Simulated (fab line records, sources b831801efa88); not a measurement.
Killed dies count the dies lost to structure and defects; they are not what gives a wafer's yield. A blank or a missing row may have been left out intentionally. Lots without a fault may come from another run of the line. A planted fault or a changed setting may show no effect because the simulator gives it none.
8D (eight disciplines) problem report, filled in by code + flow gf180mcu + the parts of the form that need people (team, actions taken, sign-off) are left out

== 1. PROBLEM STATEMENT ==
strip_time_to_endpoint_s at GF_NWELL_STRIP_10 reads a mean of 36.24 s on 6 wafers of 2 lots; wafers without a fault read 36.97 s with a standard deviation of 0.097. Measured from the usual mean, that is -7.5 standard deviations.
The step: strips in O2/N2.
First observed at day 7 01:44: wafer L385.2, on plasma_asher-03. The record holds 33 wafers of 11 lots with a number at this step. By rule, "out" or "out of limits" means more than 4 standard deviations away from the usual mean. Any other wafer with a number is counted as sound.

== 2. WHAT THIS IS AND IS NOT ==
| question                    | is                               | is not                                                                          |
|-----------------------------|----------------------------------|---------------------------------------------------------------------------------|
| which readings at this step | strip_time_to_endpoint_s         | chamber_pressure_mTorr, drypump_motor_current_A, heater_power_w, oes_product_au |
| which lots                  | L385, L387                       | L374, L376, L378, L379, L380, L381, L384, L386, L392                            |
| which wafers of those lots  | all that have a number           | -                                                                               |
| read on which tools         | plasma_asher-02, plasma_asher-03 | plasma_asher-01                                                                 |
| when                        | from day 7 01:44                 | up to then (21 sound wafers); but 6 sound wafers of L386, L392 came after       |

== 3. WHAT RULES OUT EACH SUSPECT ==
Counting: a tool at a process step up to the reading stays a suspect if it ran every lot that is out and no sound lot after the first of them.
- litho_track-02 at GF_NWELL_COAT_02 (resist thk 3000 nm): kept. It processed each lot that is out, first L385 at day 6 17:55, and no sound lot thereafter; up to then, the last sound lot it processed was L384 at day 6 09:40.
The count leaves litho_track-02 at GF_NWELL_COAT_02.

== 4. THE CAUSE (what the simulator had put in) ==
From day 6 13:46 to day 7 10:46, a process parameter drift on litho_track-02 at GF_NWELL_COAT_02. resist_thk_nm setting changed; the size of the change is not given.
Counting left only this tool.

== 5. THE EFFECT CHAIN, in route order ==
Each row: a reading whose mean over the struck wafers that have a number lies more than 3 standard deviations from the usual. Only readings for which the record gives a usual standard deviation are gone through. hours: the time from each lot's start at the first step in this table that gives one to its start at this step, as a median over the lots. sigmas: the change in usual standard deviations.
| hours | step              | reading                  | usual   | on struck wafers | change | sigmas |
|-------|-------------------|--------------------------|---------|------------------|--------|--------|
| 0     | GF_NWELL_STRIP_10 | strip_time_to_endpoint_s | 36.97 s | 36.24            | -0.73  | -7.5   |
Here are the process steps it includes:
- GF_NWELL_STRIP_10: strips in O2/N2.
Later measuring or inspecting steps at which every struck wafer that the step has a row for has a number for every such reading, and none has moved that far: GF_VT_IMPLANT_RS_MEAS_48.

== 6. HOW IT WOULD HAVE BEEN CAUGHT EARLIER ==
The fault began at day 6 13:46; the first out-of-limits reading in this record came at day 7 01:44, 12 hours later.
Tool readings at GF_NWELL_COAT_02 with a usual standard deviation given in the record: none out on any struck wafer, hence no alarm at a limit of 4 standard deviations on them.
Among the 2 lots that are out, L387 began GF_NWELL_COAT_02 on litho_track-02 after day 7 01:44. Putting the tool on hold at that point would have spared it.
